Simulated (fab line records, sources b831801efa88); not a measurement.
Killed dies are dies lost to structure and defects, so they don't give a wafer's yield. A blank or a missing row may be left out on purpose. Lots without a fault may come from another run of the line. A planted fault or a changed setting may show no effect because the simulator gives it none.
Problem report in the 8D (eight disciplines) form, filled by code | flow sky130 | the parts of the form that need people (team, actions taken, sign-off) are left out

1. THE PROBLEM
rf_fwd_power_W at SKY_LI_CONTACT_ETCH_14 reads a mean of 695.0 W on 1 wafer of 1 lot; wafers without a fault read 495.0 W with a standard deviation of 1.9. That is +99 or more standard deviations from the usual mean.
The step: etches BARC in N2/H2, stops on SiO2, time 45.9 s, target depth 60 nm.
First seen on wafer L971.2, day 32 13:07, on rie_diel-03. The record holds 33 wafers of 11 lots with a number at this step. Rule for "out", or "out of limits": more than 4 standard deviations from the usual mean. The other wafers with a number count as sound.

2. WHAT IT IS AND WHAT IT IS NOT
question                    | is                | is not
which readings at this step | rf_fwd_power_W    | bias_w, drypump_motor_current_A, n2_flow_sccm, oes_product_au, throttle_valve_pct
which lots                  | L971              | L962, L965, L966, L967, L976, L977, L978, L982, L983, L984
which wafers of those lots  | L971.2            | L971.1, L971.4
read on which tools         | rie_diel-03       | rie_diel-01, rie_diel-02
when                        | from day 32 13:07 | up to then (14 sound wafers); but 18 sound wafers of L976, L977, L978, L982, L983, L984 came after

3. SUSPECTS, AND WHAT RULES EACH OUT
Counting: a tool at a process step up to the reading stays a suspect if it ran every lot that is out. Sound lots after the first of them don't rule it out here, since some wafers of a struck lot are sound.
- rie_si-01 at SKY_FIELD_ISO_ETCH_17 (etches Si in HBr/Cl2/O2, target depth 342 nm, time 97.7 s): kept. It ran the lot that is out, L971 (day 4 12:29); its last sound lot up to then is L967 (day 3 13:02).
- rie_diel-03 at SKY_LI_CONTACT_ETCH_14 (etches BARC in N2/H2, stops on SiO2, time 45.9 s, target depth 60 nm): kept. It ran the lot that is out, L971 (day 32 13:07); its last sound lot up to then is L966 (day 30 22:19). Its own readings are out on those wafers: rf_fwd_power_W.
- Within rie_si-01 at SKY_FIELD_ISO_ETCH_17: the wafers that are out ran in chamber 0; their sound lot-mates ran in chambers 1, 3.
- Within rie_diel-03 at SKY_LI_CONTACT_ETCH_14: the wafers that are out ran in chamber 0; their sound lot-mates ran in chambers 1, 3.
Left after counting: rie_si-01 at SKY_FIELD_ISO_ETCH_17, rie_diel-03 at SKY_LI_CONTACT_ETCH_14.

4. THE CAUSE (what the simulator had put in)
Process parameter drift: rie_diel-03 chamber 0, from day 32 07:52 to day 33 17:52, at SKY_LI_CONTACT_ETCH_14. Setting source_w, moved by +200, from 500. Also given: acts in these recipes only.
Counting left 2 suspects, and this tool is among them.

5. THE CHAIN OF EFFECTS, in route order
Each row: a reading whose mean over the struck wafers that have a number lies more than 3 standard deviations from the usual. Only readings for which the record gives a usual standard deviation are gone through. hours: the time from each lot's start at the first step in this table that gives one to its start at this step, as a median over the lots. sigmas: the change in usual standard deviations.
hours | step                    | reading                  | usual   | on struck wafers | change | sigmas
0     | SKY_LI_CONTACT_ETCH_14  | rf_fwd_power_W           | 495.0 W | 695.0            | +200.0 | +99 or more
0     | SKY_LI_CONTACT_STRIP_16 | strip_time_to_endpoint_s | 3.49 s  | 3.33             | -0.16  | -4.7
The process steps in it:
- SKY_LI_CONTACT_ETCH_14: etches BARC in N2/H2, stops on SiO2, time 45.9 s, target depth 60 nm.
- SKY_LI_CONTACT_STRIP_16: strips in O2/N2.

6. WHAT WOULD HAVE CAUGHT IT SOONER
In this record the first reading out of limits was taken at day 32 13:07, 5 hours after the fault began at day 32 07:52.
